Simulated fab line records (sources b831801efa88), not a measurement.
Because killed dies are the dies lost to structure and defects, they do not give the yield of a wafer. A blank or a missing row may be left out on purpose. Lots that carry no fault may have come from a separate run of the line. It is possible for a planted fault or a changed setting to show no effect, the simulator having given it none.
Struck lot and sound lot, side by side    flow sfq line    24 steps out of a route of 325
Sound: these wafers, L281.3, L281.4, L281.6. Wafers struck: L294.3, L294.5, L294.6. The cause is given at the end.
Order at every step that has rows: each side's tool, ch and its chambers, its first start. Under that, the readings that differ: sound wafers    struck wafers    difference of the means    sigmas: that difference in standard deviations of wafers without a fault.
alike: a reading whose means differ by less than 2 such deviations, as well as words and numbers matching on both sides. not compared: withheld readings; readings where some wafer has no value; bounds like >300 that might hide an equal value; numbers whose values overlap and for which the record gives no deviation.
Wherever a step has rows on one side only, a row that says differs or no value, or a row with sigmas, the two part there. Non-overlapping numbers with no deviation appear without sigmas and do not part them. Lack of a reading on every wafer of one side parts them only where that side has two or more wafers.

SFQ_TRILAYER_L0_BARC_OPEN_METAL_ETCH_010: etches BARC in O2, target depth 125 nm, time 41.7 s.
  sound on rie metal-04 ch 0,1, day 5 02:03; struck on rie metal-01 ch 0,1, day 8 15:45
  alike: bias w, chamber pressure mTorr, drypump motor current A, oes product au
  not compared: rf hours counter h
then, 1 step without rows for these wafers: SFQ_TRILAYER_L0_ETCH_METAL_ETCH_008 (etches MoNx KI in SF6/O2, stops on SiO2, target depth 50 nm, time 25 s).
SFQ_TRILAYER_L0_STRIP_STRIP_009: strips in O2.
  sound on rie metal-04 ch 0,1, day 5 02:20; struck on rie metal-01 ch 0,1, day 8 16:02
  alike: drypump motor current A, oes product au
  not compared: rf hours counter h
then, 1 step without rows for these wafers: SFQ_TRILAYER_L0_STRIP_SOLV_CLEAN_010 (cleans in NMP, time 600 s).
SFQ_TRILAYER_L0_CAP_PECVD_011: deposits SiO2 from SiH4/N2O, time 13.333 s, target thk 60 nm.
  sound on pecvd-04 ch 0,1,2, day 5 02:55; struck on pecvd-04 ch 1,2, day 8 16:51
  alike: heater power w, throttle valve pct
then, 6 steps without rows for these wafers: SFQ_TRILAYER_L0_VIA_LITHO_COAT_018 (resist thk 62 nm); SFQ_TRILAYER_L0_VIA_LITHO_COAT_013 (resist thk 650 nm); SFQ_TRILAYER_L0_VIA_LITHO_SOFTBAKE_017; SFQ_TRILAYER_L0_VIA_LITHO_EXPOSE_014 (exposes mask L0V, target cd 700 nm); SFQ_TRILAYER_L0_VIA_LITHO_PEB_016 (peb time 60 s); SFQ_TRILAYER_L0_VIA_LITHO_DEVELOP_015 (time 60 s).
-- the record jumps here: 4 days lie between the struck wafers' starts before and after --
SFQ_L0V_OVL_MEAS_903:
  sound: overlay-02 at day 9 00:08; struck: overlay-01 at day 12 14:35
reading       sound   struck    difference  sigmas
L0V_OVL (nm)  5 5 10  -7 -2 -8  -12         -2
SFQ_TRILAYER_L0_VIA_BARC_OPEN_VIA_ETCH_021: etches BARC in O2, target depth 125 nm, time 41.7 s.
  sound on rie diel-02 ch 0,1, day 9 00:10; struck on rie diel-03 ch 0,1,2, day 12 14:37
  no value came back on the struck wafers for bias w (W), chamber pressure mTorr (mTorr), drypump motor current A (A), oes product au (a.u.); on the sound wafers bias w (W) reads 80.04 80.24 80.00
reading                                                  sound              struck             difference  sigmas
model.KrF_of_TRILAYER_L0_VIA_LITHO_COAT_013.thk nm (nm)  573.1 574.2 572.9  625.1 623.4 625.3  +51.2       
  not compared: rf hours counter h
SFQ_TRILAYER_L0_VIA_ETCH_VIA_ETCH_016: etches SiO2 in CHF3, stops on MoNx KI, target depth 80 nm.
  sound on rie diel-02 ch 0,1, day 9 00:12; struck on rie diel-03 ch 0,1,2, day 12 14:39
reading                                                  sound              struck             difference  sigmas
oes product au (a.u.)                                    0.827 0.850 0.846  0.372 0.376 0.379  -0.465      -64
model.KrF_of_TRILAYER_L0_VIA_LITHO_COAT_013.thk nm (nm)  559.5 560.9 559.5  611.3 609.6 611.4  +50.8       
  alike: bias w, chamber pressure mTorr, drypump motor current A
SFQ_TRILAYER_L0_VIA_STRIP_STRIP_017: strips in O2.
  sound on rie metal-03 ch 0,1, day 9 00:27; struck on rie metal-04 ch 0,1, day 12 14:54
  alike: drypump motor current A, oes product au
  not compared: rf hours counter h
then, 2 steps without rows for these wafers: SFQ_TRILAYER_L0_VIA_STRIP_SOLV_CLEAN_018 (cleans in NMP, time 600 s); SFQ_TRILAYER_M0_DEP_PRE_CLEAN_020 (time 15 s).
SFQ_TRILAYER_M0_DEP_SPUTTER_019: material Nb, target thk 200 nm, time 133.3 s.
  sound: pvd sputter-05 at day 9 01:03; struck: pvd sputter-06 at day 12 15:30
  alike: throttle valve pct
SFQ_M0_RS_MEAS_904: uses a four-point probe to measure.
  sound: film metro-01 at day 9 01:11; struck: film metro-01 at day 12 15:38
  alike: M0_NB_RS
then, 3 steps without rows for these wafers: SFQ_TRILAYER_M0_LITHO_COAT_026 (resist thk 62 nm); SFQ_TRILAYER_M0_LITHO_COAT_021 (resist thk 600 nm); SFQ_TRILAYER_M0_LITHO_SOFTBAKE_025.
-- the record jumps here: 5 days lie between the struck wafers' starts before and after --
SFQ_TRILAYER_M0_LITHO_EXPOSE_022: exposes mask M0, target cd 500 nm.
  struck on krf scanner-02, day 17 23:24; sound on krf scanner-01 ch 0, day 13 03:43
  no value came back on the struck wafers for exposure dose mJ cm2, focus offset nm (nm), na; on the sound wafers exposure dose mJ cm2 reads 14.394 14.398 14.395
  alike: mask
then, 1 step without rows for these wafers: SFQ_TRILAYER_M0_LITHO_PEB_024 (peb time 60 s).

== WHERE THEY PART ==
Earliest at SFQ_L0V_OVL_MEAS_903; latest, in this record, at SFQ_TRILAYER_M0_LITHO_EXPOSE_022.

WHY: what had been put in by the simulator
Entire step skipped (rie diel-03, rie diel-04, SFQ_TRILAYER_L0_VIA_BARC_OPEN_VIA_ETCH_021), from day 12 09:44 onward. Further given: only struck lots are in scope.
